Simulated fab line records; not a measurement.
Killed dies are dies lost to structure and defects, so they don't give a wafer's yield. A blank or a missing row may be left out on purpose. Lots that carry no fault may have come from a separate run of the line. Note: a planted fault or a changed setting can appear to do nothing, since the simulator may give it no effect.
fab line records	flow sky130
record: lots: 5	wafers: 15	last-day: 50
route steps=708 shown VT_ADJUST_NCORE@126 VT_ADJUST_HVTR@131 VT_ADJUST_PCH@143 SONOS_TUNNEL@154
lots with no fault: from the same line, run without faults
start-h: start of the lot's first displayed wafer, in hours after the record's first day	wait-h: how many hours have passed since the lot's step before this one	" the same as in the row above	L1.1+2: one row covering several wafers at once	- no value present, or no start provided	* or withheld: withheld	< > ~ a bound
route shown NAME@n: names a module that has steps shown in the file, with the first one's number in the route	usual: average and standard deviation across the fault-free wafers	same: alike in all rows	chamber/n: place in a boat	sites: the reading at each site	_std_site: the values' standard deviation	_edge_site: mean of outer sites minus mean of inner sites	radius-mm: how far each site lies from the wafer's centre	mask NAME#n: copy n	behind: the most recent tool/chamber to have shaped the wafer	hold: reason for holding the lot/hours on hold/outcome of the hold	device: the transistor (n, p or np) that didn't switch	end of line: at the end of the route, the tests of the same wafers	a step with no rows: only its recipe	killed: at the first sort, the dies lost to defects and structure; wafer yield is something else	map: shows each die of a wafer: x if killed, . if not, _ if none is there
set.NAME: the setting the step ran with; set.NAME@STEP: the setting that earlier step ran with	model.NAME: the simulator's own value behind a step, which no gauge read
certain route steps with their lots: each step a table, each wafer a row
services: from which hour (start-h, from the record's first day; less than 0 if before it) a tool's chamber was out of use, for how many hours, and why
== steps ==
step: SKY_VT_ADJUST_NCORE_CD_MEAS_07
recipe: target-cd-nm: 380
usual: cd-nm: 380.9/2.7
lot.wafer	tool	chamber	start-h	wait-h	cd-nm
L074.1	cd-sem-02	-	196.10	0.1	380.6
L074.5	"	-	"	"	380.9
L074.6	"	-	"	"	380.9
L087.1	cd-sem-02	-	270.60	0.1	376.9
L087.2	"	-	"	"	376.9
L087.6	"	-	"	"	379.8
L091.4	cd-sem-01	-	296.66	0.1	381.2
L091.5	"	-	"	"	380.0
L091.6	"	-	"	"	383.6
L093.3	cd-sem-01	-	314.38	0.1	379.6
L093.4	"	-	"	"	378.7
L093.6	"	-	"	"	383.4
L096.1	cd-sem-02	-	355.60	0.1	377.1
L096.3	"	-	"	"	380.6
L096.5	"	-	"	"	379.0
step: SKY_VT_ADJUST_NCORE_OVL_MEAS_08
usual: VT_ADJUST_NCORE_OVL: 1.2/1.6
lot.wafer	tool	chamber	start-h	wait-h	VT_ADJUST_NCORE_OVL[nm]
L074.1	overlay-02	-	196.22	0.1	1.2
L074.5	"	-	"	"	0.0
L074.6	"	-	"	"	1.6
L087.1	overlay-01	-	270.72	0.1	3.3
L087.2	"	-	"	"	4.4
L087.6	"	-	"	"	2.8
L091.4	overlay-02	-	296.74	0.1	1.5
L091.5	"	-	"	"	0.9
L091.6	"	-	"	"	0.8
L093.3	overlay-01	-	314.47	0.1	0.2
L093.4	"	-	"	"	-0.1
L093.6	"	-	"	"	0.7
L096.1	overlay-02	-	355.72	0.1	4.9
L096.3	"	-	"	"	2.7
L096.5	"	-	"	"	2.7
step: SKY_VT_ADJUST_NCORE_IMPLANT_09
recipe: species: B	energy-kev: 10	dose-cm2: 2.4e+12	tilt-deg: withheld
usual: end-station-pressure-torr: 5.03e-06/2.4e-07
lot.wafer	tool	chamber	start-h	wait-h	end-station-pressure-torr
L074.1	implanter-02	0	196.26	0.0	4.83e-06
L074.5	"	0	"	"	5.31e-06
L074.6	"	0	"	"	5.3e-06
L087.1	implanter-03	0	270.76	0.0	5.26e-06
L087.2	"	0	"	"	4.66e-06
L087.6	"	0	"	"	4.99e-06
L091.4	implanter-04	0	296.84	0.1	5.21e-06
L091.5	"	0	"	"	4.93e-06
L091.6	"	0	"	"	5.05e-06
L093.3	implanter-03	0	314.54	0.1	5.01e-06
L093.4	"	0	"	"	5.16e-06
L093.6	"	0	"	"	5.03e-06
L096.1	implanter-04	0	355.76	0.0	5.18e-06
L096.3	"	0	"	"	5.08e-06
L096.5	"	0	"	"	5.21e-06
step: SKY_VT_ADJUST_NCORE_STRIP_10
recipe: chemistry: O2/N2	power-w: 1400	pressure-mtorr: 1500	platen-temp-c: withheld	o2-flow-sccm: 3000	n2-flow-sccm: 300	overash-fraction: 0.5
usual: drypump-motor-current-A: 5.7/0.31	o2-flow-sccm: 3000/9.8	oes-product-au: 0.716/0.0049	strip-time-to-endpoint-s: 14.16/0.045
same: overash-fraction: 0.5
lot.wafer	tool	chamber	start-h	wait-h	drypump-motor-current-A	o2-flow-sccm	oes-product-au	rf-hours-counter-h	strip-time-to-endpoint-s
L074.1	plasma-asher-04	0	196.41	0.1	5.6	2986	0.711	39	14.20
L074.5	"	0	"	"	5.6	2986	0.721	-	14.22
L074.6	"	1	"	"	5.9	3002	0.713	-	14.19
L087.1	plasma-asher-01	1	270.91	0.1	6.3	3007	0.709	15	14.24
L087.2	"	0	"	"	5.8	2999	0.719	15	14.22
L087.6	"	1	"	"	6.4	2999	0.720	-	14.23
L091.4	plasma-asher-02	1	296.94	0.1	5.4	3012	0.722	-	14.11
L091.5	"	1	"	"	5.4	3008	0.724	-	14.07
L091.6	"	0	"	"	5.5	3006	0.714	-	14.07
L093.3	plasma-asher-02	0	314.68	0.1	5.5	2985	0.717	-	14.20
L093.4	"	1	"	"	5.4	3020	0.711	-	14.21
L093.6	"	1	"	"	5.3	3015	0.716	-	14.20
L096.1	plasma-asher-01	0	355.91	0.1	5.8	2993	0.713	23	14.15
L096.3	"	1	"	"	6.3	3003	0.718	-	14.16
L096.5	"	1	"	"	6.3	3011	0.714	-	14.20
step: SKY_VT_ADJUST_NCORE_TW_MEAS_11
usual: VT_ADJUST_NCORE_TW: 218/3.3
lot.wafer	tool	chamber	start-h	wait-h	VT_ADJUST_NCORE_TW
L074.1	film-metro-04	-	196.51	0.1	215
L074.5	"	-	"	"	215
L074.6	"	-	"	"	215
L087.1	film-metro-04	-	271.01	0.1	214
L087.2	"	-	"	"	214
L087.6	"	-	"	"	214
L091.4	film-metro-02	-	297.04	0.1	218
L091.5	"	-	"	"	216
L091.6	"	-	"	"	216
L093.3	film-metro-01	-	314.76	0.1	222
L093.4	"	-	"	"	222
L093.6	"	-	"	"	222
L096.1	film-metro-02	-	356.01	0.1	215
L096.3	"	-	"	"	217
L096.5	"	-	"	"	216
step: SKY_VT_ADJUST_HVTR_DEHYDRATE_00
recipe: temp-c: 200	time-s: 60
lot.wafer	tool	chamber	start-h	wait-h
L074.1+5+6	litho-track-04	0	206.49	10.0
L087.1+2+6	litho-track-04	0	283.14	12.1
L091.4+5+6	litho-track-03	0	310.08	13.0
L093.3+4+6	litho-track-04	0	327.29	12.5
L096.1+3+5	litho-track-02	0	368.90	12.9
step: SKY_VT_ADJUST_HVTR_HMDS_01
recipe: prime-time-s: 60	prime-temp-c: 120
lot.wafer	tool	chamber	start-h	wait-h
L074.1+5+6	litho-track-04	0	206.64	0.1
L087.1+2+6	litho-track-04	0	283.29	0.1
L091.4+5+6	litho-track-03	0	310.23	0.1
L093.3+4+6	litho-track-04	0	327.44	0.1
L096.1+3+5	litho-track-02	0	369.05	0.1
step: SKY_VT_ADJUST_HVTR_COAT_02
recipe: resist: NOVOLAK	spin-rpm: 3000	resist-thk-nm: 1140
lot.wafer	tool	chamber	start-h	wait-h
L074.1+5+6	litho-track-04	0	206.79	0.1
L087.1+2+6	litho-track-04	0	283.44	0.1
L091.4+5+6	litho-track-03	0	310.38	0.1
L093.3+4+6	litho-track-04	0	327.59	0.1
L096.1+3+5	litho-track-02	0	369.20	0.1
step: SKY_VT_ADJUST_HVTR_SOFTBAKE_03
recipe: temp-c: 90	time-s: 60	resist: NOVOLAK
lot.wafer	tool	chamber	start-h	wait-h
L074.1+5+6	litho-track-04	0	206.94	0.1
L087.1+2+6	litho-track-04	0	283.59	0.1
L091.4+5+6	litho-track-03	0	310.53	0.1
L093.3+4+6	litho-track-04	0	327.74	0.1
L096.1+3+5	litho-track-02	0	369.35	0.1
step: SKY_VT_ADJUST_HVTR_EXPOSE_04
recipe: mask-id: HVTRM	target-cd-nm: 380	na: 0.6	source-shape: conventional	sigma-outer: 0.6	dose-mj: 150
lot.wafer	tool	chamber	start-h	wait-h	mask
L074.1+5+6	iline-stepper-01	0	-	-	HVTRM#0
L087.1+2+6	iline-stepper-02	0	-	-	HVTRM#0
L091.4+5+6	iline-stepper-01	0	-	-	HVTRM#0
L093.3+4+6	iline-stepper-02	0	-	-	HVTRM#0
L096.1+3+5	iline-stepper-02	0	-	-	HVTRM#0
step: SKY_VT_ADJUST_HVTR_PEB_05
recipe: temp-c: withheld	time-s: *	resist: NOVOLAK
lot.wafer	tool	chamber	start-h	wait-h
L074.1+5+6	litho-track-02	0	-	-
L087.1+2+6	litho-track-02	0	-	-
L091.4+5+6	litho-track-02	0	-	-
L093.3+4+6	litho-track-04	0	-	-
L096.1+3+5	litho-track-04	0	-	-
step: SKY_VT_ADJUST_HVTR_DEVELOP_06
recipe: develop-time-s: 60	dev-temp-c: 23
same: develop-time-s: 60
lot.wafer	tool	chamber	start-h	wait-h
L074.1+5+6	litho-track-02	0	217.10	0.1
L087.1+2+6	litho-track-02	0	296.15	0.1
L091.4+5+6	litho-track-02	0	322.93	0.1
L093.3+4+6	litho-track-04	0	340.69	0.1
L096.1+3+5	litho-track-04	0	382.59	0.1
step: SKY_VT_ADJUST_HVTR_CD_MEAS_07
recipe: target-cd-nm: 380
usual: cd-nm: 381/3.5
lot.wafer	tool	chamber	start-h	wait-h	cd-nm
L074.1	cd-sem-02	-	217.25	0.1	381
L074.5	"	-	"	"	378
L074.6	"	-	"	"	383
L087.1	cd-sem-02	-	296.30	0.1	382
L087.2	"	-	"	"	380
L087.6	"	-	"	"	380
L091.4	cd-sem-02	-	323.06	0.1	382
L091.5	"	-	"	"	381
L091.6	"	-	"	"	381
L093.3	cd-sem-02	-	340.83	0.1	380
L093.4	"	-	"	"	381
L093.6	"	-	"	"	381
L096.1	cd-sem-02	-	382.74	0.1	378
L096.3	"	-	"	"	382
L096.5	"	-	"	"	379
step: SKY_VT_ADJUST_HVTR_OVL_MEAS_08
usual: VT_ADJUST_HVTR_OVL: 1.5/1.3
lot.wafer	tool	chamber	start-h	wait-h	VT_ADJUST_HVTR_OVL[nm]
L074.1	overlay-02	-	217.37	0.1	1.1
L074.5	"	-	"	"	2.1
L074.6	"	-	"	"	2.3
L087.1	overlay-01	-	296.42	0.1	0.8
L087.2	"	-	"	"	1.3
L087.6	"	-	"	"	0.0
L091.4	overlay-01	-	323.14	0.1	1.4
L091.5	"	-	"	"	1.1
L091.6	"	-	"	"	0.7
L093.3	overlay-01	-	340.93	0.1	2.5
L093.4	"	-	"	"	3.4
L093.6	"	-	"	"	3.3
L096.1	overlay-01	-	382.86	0.1	2.5
L096.3	"	-	"	"	2.9
L096.5	"	-	"	"	2.3
step: SKY_VT_ADJUST_HVTR_IMPLANT_09
recipe: species: B	energy-kev: 10	dose-cm2: 2.1e+12	tilt-deg: withheld
usual: end-station-pressure-torr: 5.03e-06/2.6e-07
lot.wafer	tool	chamber	start-h	wait-h	end-station-pressure-torr
L074.1	implanter-04	0	217.41	0.0	5e-06
L074.5	"	0	"	"	5.11e-06
L074.6	"	0	"	"	4.78e-06
L087.1	implanter-01	0	296.46	0.0	5.22e-06
L087.2	"	0	"	"	5.23e-06
L087.6	"	0	"	"	4.39e-06
L091.4	implanter-01	0	323.24	0.1	5.04e-06
L091.5	"	0	"	"	5.07e-06
L091.6	"	0	"	"	5.24e-06
L093.3	implanter-02	0	341.00	0.1	5.14e-06
L093.4	"	0	"	"	4.83e-06
L093.6	"	0	"	"	5.01e-06
L096.1	implanter-02	0	382.90	0.0	5.45e-06
L096.3	"	0	"	"	4.86e-06
L096.5	"	0	"	"	4.65e-06
step: SKY_VT_ADJUST_HVTR_STRIP_10
recipe: chemistry: O2/N2	power-w: 1400	pressure-mtorr: 1500	platen-temp-c: withheld	o2-flow-sccm: 3000	n2-flow-sccm: 300	overash-fraction: 0.5
usual: drypump-motor-current-A: 5.70/0.28	o2-flow-sccm: 3000/8.1	oes-product-au: 0.716/0.0046	strip-time-to-endpoint-s: 14.17/0.047
same: overash-fraction: 0.5
lot.wafer	tool	chamber	start-h	wait-h	drypump-motor-current-A	o2-flow-sccm	oes-product-au	rf-hours-counter-h	strip-time-to-endpoint-s
L074.1	plasma-asher-04	1	217.56	0.1	5.94	3003	0.713	41	14.13
L074.5	"	1	"	"	5.94	3018	0.719	-	14.17
L074.6	"	0	"	"	5.60	2997	0.717	-	14.14
L087.1	plasma-asher-04	1	296.61	0.1	5.93	3000	0.720	49	14.13
L087.2	"	0	"	"	5.59	3004	0.721	49	14.10
L087.6	"	0	"	"	5.61	3009	0.714	-	14.13
L091.4	plasma-asher-01	1	323.34	0.1	6.34	3002	0.713	-	14.25
L091.5	"	0	"	"	5.83	3007	0.704	-	14.24
L091.6	"	1	"	"	6.35	3008	0.719	-	14.20
L093.3	plasma-asher-03	0	341.13	0.1	5.45	3011	0.725	-	14.23
L093.4	"	1	"	"	5.44	3002	0.724	-	14.14
L093.6	"	1	"	"	5.42	2997	0.710	-	14.23
L096.1	plasma-asher-04	1	383.05	0.1	5.92	2995	0.715	57	14.20
L096.3	"	0	"	"	5.57	2995	0.716	-	14.22
L096.5	"	1	"	"	5.90	3013	0.712	-	14.22
step: SKY_VT_ADJUST_HVTR_TW_MEAS_11
usual: VT_ADJUST_HVTR_TW: 210.8/2
lot.wafer	tool	chamber	start-h	wait-h	VT_ADJUST_HVTR_TW
L074.1	film-metro-02	-	217.66	0.1	209.6
L074.5	"	-	"	"	210.7
L074.6	"	-	"	"	210.1
L087.1	film-metro-03	-	296.71	0.1	210.9
L087.2	"	-	"	"	209.5
L087.6	"	-	"	"	210.0
L091.4	film-metro-01	-	323.44	0.1	213.9
L091.5	"	-	"	"	212.7
L091.6	"	-	"	"	213.9
L093.3	film-metro-02	-	341.22	0.1	207.6
L093.4	"	-	"	"	207.9
L093.6	"	-	"	"	208.8
L096.1	film-metro-02	-	383.15	0.1	207.9
L096.3	"	-	"	"	206.7
L096.5	"	-	"	"	207.1
step: SKY_VT_ADJUST_PCH_DEHYDRATE_00
recipe: temp-c: 200	time-s: 60
lot.wafer	tool	chamber	start-h	wait-h
L074.1+5+6	litho-track-02	0	227.95	10.3
L087.1+2+6	litho-track-04	0	309.74	13.0
L091.4+5+6	litho-track-04	0	336.72	13.3
L093.3+4+6	litho-track-04	0	354.99	13.8
L096.1+3+5	litho-track-01	0	397.89	14.7
step: SKY_VT_ADJUST_PCH_HMDS_01
recipe: prime-time-s: 60	prime-temp-c: 120
lot.wafer	tool	chamber	start-h	wait-h
L074.1+5+6	litho-track-02	0	228.10	0.1
L087.1+2+6	litho-track-04	0	309.89	0.1
L091.4+5+6	litho-track-04	0	336.87	0.1
L093.3+4+6	litho-track-04	0	355.14	0.1
L096.1+3+5	litho-track-01	0	398.04	0.1
step: SKY_VT_ADJUST_PCH_COAT_02
recipe: spin-rpm: 2000	resist-thk-nm: 3000
lot.wafer	tool	chamber	start-h	wait-h
L074.1+5+6	litho-track-02	0	228.25	0.1
L087.1+2+6	litho-track-04	0	310.04	0.1
L091.4+5+6	litho-track-04	0	337.02	0.1
L093.3+4+6	litho-track-04	0	355.29	0.1
L096.1+3+5	litho-track-01	0	398.19	0.1
step: SKY_VT_ADJUST_PCH_SOFTBAKE_03
recipe: temp-c: 110	time-s: withheld
lot.wafer	tool	chamber	start-h	wait-h
L074.1+5+6	litho-track-02	0	228.40	0.1
L087.1+2+6	litho-track-04	0	310.19	0.1
L091.4+5+6	litho-track-04	0	337.19	0.1
L093.3+4+6	litho-track-04	0	355.46	0.1
L096.1+3+5	litho-track-01	0	398.34	0.1
step: SKY_VT_ADJUST_PCH_EXPOSE_04
recipe: mask-id: NWM	na: 0.6	source-shape: conventional	sigma-outer: 0.6	polarization: unpolarized	target-cd-nm: 840	dose-mj: 255
lot.wafer	tool	chamber	start-h	wait-h	mask
L074.1+5+6	iline-stepper-01	0	-	-	NWM#0
L087.1+2+6	iline-stepper-01	0	-	-	NWM#0
L091.4+5+6	iline-stepper-01	0	-	-	NWM#0
L093.3+4+6	iline-stepper-02	0	-	-	NWM#0
L096.1+3+5	iline-stepper-01	0	-	-	NWM#0
step: SKY_VT_ADJUST_PCH_PEB_05
recipe: temp-c: 115	time-s: withheld
lot.wafer	tool	chamber	start-h	wait-h
L074.1+5+6	litho-track-01	0	-	-
L087.1+2+6	litho-track-04	0	-	-
L091.4+5+6	litho-track-04	0	-	-
L093.3+4+6	litho-track-01	0	-	-
L096.1+3+5	litho-track-01	0	-	-
step: SKY_VT_ADJUST_PCH_DEVELOP_06
recipe: wall-angle-deg: 90	developer: TMAH	develop-time-s: 60	dev-temp-c: 23
same: develop-time-s: 60
lot.wafer	tool	chamber	start-h	wait-h
L074.1+5+6	litho-track-01	0	-	-
L087.1+2+6	litho-track-04	0	-	-
L091.4+5+6	litho-track-04	0	-	-
L093.3+4+6	litho-track-01	0	-	-
L096.1+3+5	litho-track-01	0	-	-
step: SKY_VT_ADJUST_PCH_OVL_MEAS_07
usual: VT_ADJUST_PCH_OVL: -0.2/1.5
lot.wafer	tool	chamber	start-h	wait-h	VT_ADJUST_PCH_OVL[nm]
L074.1	overlay-01	-	239.64	-	0.0
L074.5	"	-	"	"	-1.1
L074.6	"	-	"	"	0.6
L087.1	overlay-01	-	322.59	-	-0.7
L087.2	"	-	"	"	-0.3
L087.6	"	-	"	"	-0.9
L091.4	overlay-02	-	350.61	-	2.4
L091.5	"	-	"	"	0.6
L091.6	"	-	"	"	2.4
L093.3	overlay-02	-	368.90	-	-1.2
L093.4	"	-	"	"	-1.6
L093.6	"	-	"	"	-0.8
L096.1	overlay-01	-	413.49	-	-2.9
L096.3	"	-	"	"	-3.4
L096.5	"	-	"	"	-1.6
step: SKY_VT_ADJUST_PCH_IMPLANT_08
recipe: species: B	energy-kev: 10	dose-cm2: 5e+11	tilt-deg: withheld
usual: end-station-pressure-torr: 4.99e-06/2.4e-07
lot.wafer	tool	chamber	start-h	wait-h	end-station-pressure-torr
L074.1	implanter-02	0	239.67	0.0	4.81e-06
L074.5	"	0	"	"	4.91e-06
L074.6	"	0	"	"	4.99e-06
L087.1	implanter-02	0	322.63	0.0	4.97e-06
L087.2	"	0	"	"	4.8e-06
L087.6	"	0	"	"	4.92e-06
L091.4	implanter-02	0	350.70	0.1	5.02e-06
L091.5	"	0	"	"	4.8e-06
L091.6	"	0	"	"	5.06e-06
L093.3	implanter-03	0	368.97	0.1	5.3e-06
L093.4	"	0	"	"	5.01e-06
L093.6	"	0	"	"	4.94e-06
L096.1	implanter-03	0	413.52	0.0	4.89e-06
L096.3	"	0	"	"	4.62e-06
L096.5	"	0	"	"	5.02e-06
step: SKY_VT_ADJUST_PCH_STRIP_09
recipe: chemistry: O2/N2	power-w: 1400	pressure-mtorr: 1500	platen-temp-c: withheld	o2-flow-sccm: 3000	n2-flow-sccm: 300	overash-fraction: 0.5
usual: drypump-motor-current-A: 5.7/0.36	o2-flow-sccm: 3000/8.5	oes-product-au: 0.722/0.0049	strip-time-to-endpoint-s: 36.85/0.11
same: overash-fraction: 0.5
lot.wafer	tool	chamber	start-h	wait-h	drypump-motor-current-A	o2-flow-sccm	oes-product-au	rf-hours-counter-h	strip-time-to-endpoint-s
L074.1	plasma-asher-03	1	239.82	0.1	5.4	3004	0.723	56	36.91
L074.5	"	0	"	"	5.5	2992	0.718	-	36.81
L074.6	"	1	"	"	5.4	3003	0.714	-	36.90
L087.1	plasma-asher-03	1	322.78	0.1	5.4	2983	0.725	64	36.73
L087.2	"	0	"	"	5.5	2995	0.727	64	36.83
L087.6	"	0	"	"	5.5	3016	0.724	-	36.78
L091.4	plasma-asher-03	0	350.81	0.1	5.5	3006	0.720	-	36.74
L091.5	"	0	"	"	5.5	3003	0.727	-	36.71
L091.6	"	1	"	"	5.4	3008	0.723	-	36.67
L093.3	plasma-asher-02	0	369.10	0.1	5.5	2998	0.719	-	36.83
L093.4	"	1	"	"	5.4	2993	0.722	-	36.91
L093.6	"	1	"	"	5.4	2991	0.722	-	36.95
L096.1	plasma-asher-02	0	413.67	0.1	5.5	2998	0.714	69	36.81
L096.3	"	1	"	"	5.4	2988	0.719	-	36.77
L096.5	"	0	"	"	5.5	3002	0.715	-	36.77
step: SKY_VT_ADJUST_PCH_TW_MEAS_10
usual: VT_ADJUST_PCH_TW: 142.3/1.9
lot.wafer	tool	chamber	start-h	wait-h	VT_ADJUST_PCH_TW
L074.1	film-metro-03	-	239.92	0.1	143.7
L074.5	"	-	"	"	143.4
L074.6	"	-	"	"	143.2
L087.1	film-metro-01	-	322.88	0.1	144.8
L087.2	"	-	"	"	144.9
L087.6	"	-	"	"	144.9
L091.4	film-metro-03	-	350.91	0.1	142.2
L091.5	"	-	"	"	142.0
L091.6	"	-	"	"	142.0
L093.3	film-metro-04	-	369.19	0.1	139.4
L093.4	"	-	"	"	140.0
L093.6	"	-	"	"	139.3
L096.1	film-metro-01	-	413.77	0.1	144.7
L096.3	"	-	"	"	144.4
L096.5	"	-	"	"	144.9
step: SKY_SONOS_TUNNEL_DEHYDRATE_00
recipe: temp-c: 200	time-s: 60
lot.wafer	tool	chamber	start-h	wait-h
L074.1+5+6	litho-track-03	0	251.30	11.4
L087.1+2+6	litho-track-01	0	335.89	13.0
L091.4+5+6	litho-track-04	0	364.87	13.9
L093.3+4+6	litho-track-04	0	381.89	12.7
L096.1+3+5	litho-track-03	0	428.45	14.7
step: SKY_SONOS_TUNNEL_HMDS_01
recipe: prime-time-s: 60	prime-temp-c: 120
lot.wafer	tool	chamber	start-h	wait-h
L074.1+5+6	litho-track-03	0	251.45	0.1
L087.1+2+6	litho-track-01	0	336.04	0.1
L091.4+5+6	litho-track-04	0	365.02	0.1
L093.3+4+6	litho-track-04	0	382.04	0.1
L096.1+3+5	litho-track-03	0	428.60	0.1
step: SKY_SONOS_TUNNEL_COAT_02
recipe: resist: NOVOLAK	spin-rpm: 3000	resist-thk-nm: 1140
lot.wafer	tool	chamber	start-h	wait-h
L074.1+5+6	litho-track-03	0	251.60	0.1
L087.1+2+6	litho-track-01	0	336.19	0.1
L091.4+5+6	litho-track-04	0	365.17	0.1
L093.3+4+6	litho-track-04	0	382.19	0.1
L096.1+3+5	litho-track-03	0	428.75	0.1
step: SKY_SONOS_TUNNEL_SOFTBAKE_03
recipe: temp-c: 90	time-s: 60	resist: NOVOLAK
lot.wafer	tool	chamber	start-h	wait-h
L074.1+5+6	litho-track-03	0	251.75	0.1
L087.1+2+6	litho-track-01	0	336.34	0.1
L091.4+5+6	litho-track-04	0	365.32	0.1
L093.3+4+6	litho-track-04	0	382.34	0.1
L096.1+3+5	litho-track-03	0	428.90	0.1
step: SKY_SONOS_TUNNEL_EXPOSE_04
recipe: mask-id: TUNM	na: 0.6	source-shape: conventional	sigma-outer: 0.6	polarization: unpolarized	target-cd-nm: 410	dose-mj: 136
lot.wafer	tool	chamber	start-h	wait-h	mask
L074.1+5+6	iline-stepper-01	0	-	-	TUNM#0
L087.1+2+6	iline-stepper-01	0	-	-	TUNM#0
L091.4+5+6	iline-stepper-01	0	-	-	TUNM#0
L093.3+4+6	iline-stepper-02	0	-	-	TUNM#0
L096.1+3+5	iline-stepper-01	0	-	-	TUNM#0
step: SKY_SONOS_TUNNEL_PEB_05
recipe: temp-c: withheld	time-s: *	resist: NOVOLAK
lot.wafer	tool	chamber	start-h	wait-h
L074.1+5+6	litho-track-03	0	-	-
L087.1+2+6	litho-track-03	0	-	-
L091.4+5+6	litho-track-03	0	-	-
L093.3+4+6	litho-track-01	0	-	-
L096.1+3+5	litho-track-03	0	-	-
step: SKY_SONOS_TUNNEL_DEVELOP_06
recipe: resist: NOVOLAK	developer: TMAH	develop-time-s: 60	dev-temp-c: 23
same: develop-time-s: 60
lot.wafer	tool	chamber	start-h	wait-h
L074.1+5+6	litho-track-03	0	263.70	0.1
L087.1+2+6	litho-track-03	0	349.35	0.1
L091.4+5+6	litho-track-03	0	378.08	0.1
L093.3+4+6	litho-track-01	0	397.79	0.1
L096.1+3+5	litho-track-03	0	444.70	0.1
step: SKY_SONOS_TUNNEL_CD_MEAS_07
recipe: target-cd-nm: 410
usual: cd-nm: 410.6/2.4
lot.wafer	tool	chamber	start-h	wait-h	cd-nm
L074.1	cd-sem-02	-	263.85	0.1	411.6
L074.5	"	-	"	"	410.1
L074.6	"	-	"	"	409.2
L087.1	cd-sem-02	-	349.50	0.1	407.4
L087.2	"	-	"	"	408.3
L087.6	"	-	"	"	408.0
L091.4	cd-sem-02	-	378.21	0.1	411.9
L091.5	"	-	"	"	414.4
L091.6	"	-	"	"	412.8
L093.3	cd-sem-02	-	397.93	0.1	409.8
L093.4	"	-	"	"	409.8
L093.6	"	-	"	"	409.3
L096.1	cd-sem-01	-	444.85	0.1	408.6
L096.3	"	-	"	"	406.2
L096.5	"	-	"	"	409.1
step: SKY_SONOS_TUNNEL_OVL_MEAS_08
usual: SONOS_TUNNEL_OVL: 0.2/1.2
lot.wafer	tool	chamber	start-h	wait-h	SONOS_TUNNEL_OVL[nm]
L074.1	overlay-02	-	263.97	0.1	1.4
L074.5	"	-	"	"	0.1
L074.6	"	-	"	"	0.4
L087.1	overlay-02	-	349.62	0.1	2.8
L087.2	"	-	"	"	1.4
L087.6	"	-	"	"	1.1
L091.4	overlay-01	-	378.29	0.1	0.9
L091.5	"	-	"	"	1.1
L091.6	"	-	"	"	-0.1
L093.3	overlay-01	-	398.02	0.1	-0.3
L093.4	"	-	"	"	1.8
L093.6	"	-	"	"	-0.1
L096.1	overlay-01	-	444.97	0.1	1.1
L096.3	"	-	"	"	-0.1
L096.5	"	-	"	"	0.4
step: SKY_SONOS_TUNNEL_IMPLANT_09
recipe: species: B	energy-kev: 20	dose-cm2: 1e+12	tilt-deg: withheld
usual: end-station-pressure-torr: 5.02e-06/2.9e-07
lot.wafer	tool	chamber	start-h	wait-h	end-station-pressure-torr
L074.1	implanter-01	0	264.01	0.0	5.21e-06
L074.5	"	0	"	"	5.32e-06
L074.6	"	0	"	"	5.19e-06
L087.1	implanter-04	0	349.66	0.0	4.54e-06
L087.2	"	0	"	"	5.1e-06
L087.6	"	0	"	"	5.19e-06
L091.4	implanter-01	0	378.38	0.1	4.55e-06
L091.5	"	0	"	"	4.8e-06
L091.6	"	0	"	"	5.16e-06
L093.3	implanter-01	0	398.09	0.1	4.92e-06
L093.4	"	0	"	"	5.24e-06
L093.6	"	0	"	"	4.86e-06
L096.1	implanter-04	0	445.01	0.0	5.35e-06
L096.3	"	0	"	"	4.77e-06
L096.5	"	0	"	"	4.62e-06
step: SKY_SONOS_TUNNEL_WET_ETCH_10
recipe: chemistry: dHF	target-depth-nm: 14	target: SiO2	dilution: 100:1	temp-c: 25	time-s: 280
usual: bath-heat-duty-pct: 6.2/0.95
lot.wafer	tool	chamber	start-h	wait-h	bath-heat-duty-pct
L074.1	wet-bench-01	1	264.16	0.1	7.4
L074.5	"	1	"	"	6.9
L074.6	"	1	"	"	5.9
L087.1	wet-bench-01	3	349.81	0.1	6.7
L087.2	"	3	"	"	6.6
L087.6	"	3	"	"	7.1
L091.4	wet-bench-01	1	378.46	0.1	7.2
L091.5	"	1	"	"	7.2
L091.6	"	1	"	"	7.1
L093.3	wet-bench-02	3	398.19	0.1	6.5
L093.4	"	3	"	"	5.8
L093.6	"	3	"	"	6.5
L096.1	wet-bench-04	2	445.16	0.1	6.6
L096.3	"	2	"	"	7.5
L096.5	"	2	"	"	8.0
step: SKY_SONOS_TUNNEL_STRIP_11
recipe: chemistry: SPM	time-s: 600	temp-c: 130
usual: bath-heat-duty-pct: 14.6/1.6
lot.wafer	tool	chamber	start-h	wait-h	bath-heat-duty-pct
L074.1	wet-bench-04	3	264.25	0.0	14.0
L074.5	"	3	"	"	13.4
L074.6	"	3	"	"	14.2
L087.1	wet-bench-02	2	349.89	0.0	14.9
L087.2	"	2	"	"	15.1
L087.6	"	2	"	"	16.8
L091.4	wet-bench-04	1	378.54	0.0	12.8
L091.5	"	1	"	"	12.2
L091.6	"	1	"	"	13.8
L093.3	wet-bench-02	0	398.29	0.0	13.1
L093.4	"	0	"	"	13.6
L093.6	"	0	"	"	13.9
L096.1	wet-bench-01	2	445.33	0.0	12.6
L096.3	"	2	"	"	11.6
L096.5	"	2	"	"	11.8
== services ==
tool	chamber	start-h	hours	kind
implanter-02	-	179.32	2.3	repair
implanter-03	-	211.67	0.6	repair
implanter-02	-	213.26	9.4	repair
implanter-01	-	213.33	5.1	pm
iline-stepper-02	-	219.85	1.7	pm
implanter-04	-	245.01	7.0	pm
implanter-02	-	246.60	1.7	repair
implanter-04	-	258.48	6.6	repair
implanter-02	-	267.12	3.4	pm
iline-stepper-01	-	275.99	8.0	repair
iline-stepper-01	-	293.21	10.1	repair
plasma-asher-03	-	306.76	8.0	repair
iline-stepper-01	-	325.06	8.9	pm
iline-stepper-02	-	333.95	8.9	pm
plasma-asher-02	-	343.67	8.5	repair
iline-stepper-01	-	352.11	1.7	pm
implanter-03	-	354.77	2.4	repair
plasma-asher-04	-	384.51	4.2	repair
iline-stepper-01	-	395.16	2.1	pm
wet-bench-01	-	399.34	1.9	pm
implanter-02	-	403.74	3.1	pm
iline-stepper-02	-	417.52	9.7	repair
iline-stepper-02	-	438.03	1.7	pm
iline-stepper-02	-	441.71	2.1	pm
== key ==
fault none
